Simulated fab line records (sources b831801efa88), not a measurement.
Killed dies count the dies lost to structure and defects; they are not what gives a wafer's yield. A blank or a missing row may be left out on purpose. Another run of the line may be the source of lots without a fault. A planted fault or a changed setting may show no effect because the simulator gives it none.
Check of tool commonality -- flow gf180mcu -- Sample size 12 lots and 36 wafers

== THE REASON FOR OPENING IT ==
2 of 12 lots carry a flag on the reading NSD_RS at GF_PSD_RS_MEAS_14. Wafers without a fault read 46.14 ohm/sq, standard deviation 0.083.
Rule: a lot gets a flag if all its wafers with a number sit over 4 standard deviations from that mean, or if no wafer of it has a number. All remaining lots are regarded as sound.

lot,measured,on,"NSD_RS (ohm/sq), wafer by wafer",flag
L420,day 15 08:12,film metro-01,46.15 46.12 46.20,
L422,day 16 12:59,film metro-01,46.22 46.13 46.12,
L423,day 16 19:01,film metro-02,47.19 47.15 47.05,FLAGGED
L424,day 16 22:32,film metro-04,47.11 47.17 47.13,FLAGGED
L427,day 17 22:29,film metro-01,46.17 46.04 46.24,
L428,day 18 07:32,film metro-04,46.14 46.12 46.03,
L431,day 20 00:28,film metro-04,46.04 46.10 46.05,
L435,day 20 21:11,film metro-02,46.06 46.02 46.16,
L434,day 20 22:24,film metro-02,46.24 46.21 46.23,
L436,day 21 21:11,film metro-04,46.09 46.25 46.27,
L438,day 22 01:14,film metro-02,46.18 46.19 46.12,
L439,day 22 13:29,film metro-02,46.03 45.93 45.98,
The numbers of the flagged lots are 47.13 ohm/sq on average: +0.99 ohm/sq against the usual, or +12 standard deviations.

== WHICH TOOL RAN EACH LOT ==
Before the reading, the record contains 2 process steps out of a 602-step route. Each cell gives the tool, then ch followed by the chambers the sampled wafers passed through, then the start.
lot,flag,GF_NSD_IMPLANT_10,GF_NSD_STRIP_11
L420,,"implanter-03 ch 0, day 14 11:23","plasma asher-04 ch 0,1, day 14 11:31"
L422,,"implanter-02 ch 0, day 15 14:23","plasma asher-02 ch 0,1, day 15 14:32"
L423,FLAGGED,"implanter-02 ch 0, day 15 20:23","plasma asher-02 ch 0,1, day 15 20:32"
L424,FLAGGED,"implanter-02 ch 0, day 16 00:28","plasma asher-02 ch 0,1, day 16 00:37"
L427,,"implanter-01 ch 0, day 16 23:37","plasma asher-01 ch 0,1, day 16 23:46"
L428,,"implanter-03 ch 0, day 17 08:02","plasma asher-01 ch 0,1, day 17 08:11"
L431,,"implanter-03 ch 0, day 18 22:50","plasma asher-02 ch 0,1, day 18 22:59"
L435,,"implanter-03 ch 0, day 19 20:00","plasma asher-04 ch 0,1, day 19 20:09"
L434,,"implanter-02 ch 0, day 19 20:45","plasma asher-04 ch 0,1, day 19 20:53"
L436,,"implanter-01 ch 0, day 20 20:47","plasma asher-02 ch 0, day 20 20:55"
L438,,"implanter-01 ch 0, day 21 00:35","plasma asher-04 ch 0,1, day 21 00:44"
L439,,"implanter-02 ch 0, day 21 13:28","plasma asher-04 ch 0,1, day 21 13:37"
What is done by these steps:
- GF_NSD_IMPLANT_10
- GF_NSD_STRIP_11: strips in O2/N2.
- GF_PSD_RS_MEAS_14: measures by four-point-probe.

== FLAGGED OVER TOTAL, TOOL BY TOOL (the gauges that took the reading come last) ==
step,tool,lots run,flagged,share of the flagged lots,sound lots run after its first flagged lot
GF_NSD_IMPLANT_10,implanter-01,3,0,none,-
GF_NSD_IMPLANT_10,implanter-02,5,2,all,"2 (L434,L439)"
GF_NSD_IMPLANT_10,implanter-03,4,0,none,-
GF_NSD_STRIP_11,plasma asher-01,2,0,none,-
GF_NSD_STRIP_11,plasma asher-02,5,2,all,"2 (L431,L436)"
GF_NSD_STRIP_11,plasma asher-04,5,0,none,-
GF_PSD_RS_MEAS_14,film metro-01,3,0,none,-
GF_PSD_RS_MEAS_14,film metro-02,5,1,some,"4 (L435,L434,L438,L439)"
GF_PSD_RS_MEAS_14,film metro-04,4,1,some,"3 (L428,L431,L436)"

== THE TABLE: WHAT IT ALLOWS ==
2 rows of the table ran every flagged lot: implanter-02 at GF_NSD_IMPLANT_10, plasma asher-02 at GF_NSD_STRIP_11.
- implanter-02 at GF_NSD_IMPLANT_10 ran 5 lots, 2 of them flagged. Lots that were sound ran on it after the first flagged one (L434, L439); a persistent fault on the entire tool would not allow that. Its own readings (dose ions cm2, faraday current uA) fall more than 4 standard deviations out on all wafers of the flagged lots.
- plasma asher-02 at GF_NSD_STRIP_11 ran 5 lots, 2 of them flagged. Lots that were sound ran on it after the first flagged one (L431, L436); a persistent fault on the entire tool would not allow that.
Every row of the table either missed a flagged lot or ran a sound lot after the first.

== WHAT THE SIMULATOR HAD PUT IN ==
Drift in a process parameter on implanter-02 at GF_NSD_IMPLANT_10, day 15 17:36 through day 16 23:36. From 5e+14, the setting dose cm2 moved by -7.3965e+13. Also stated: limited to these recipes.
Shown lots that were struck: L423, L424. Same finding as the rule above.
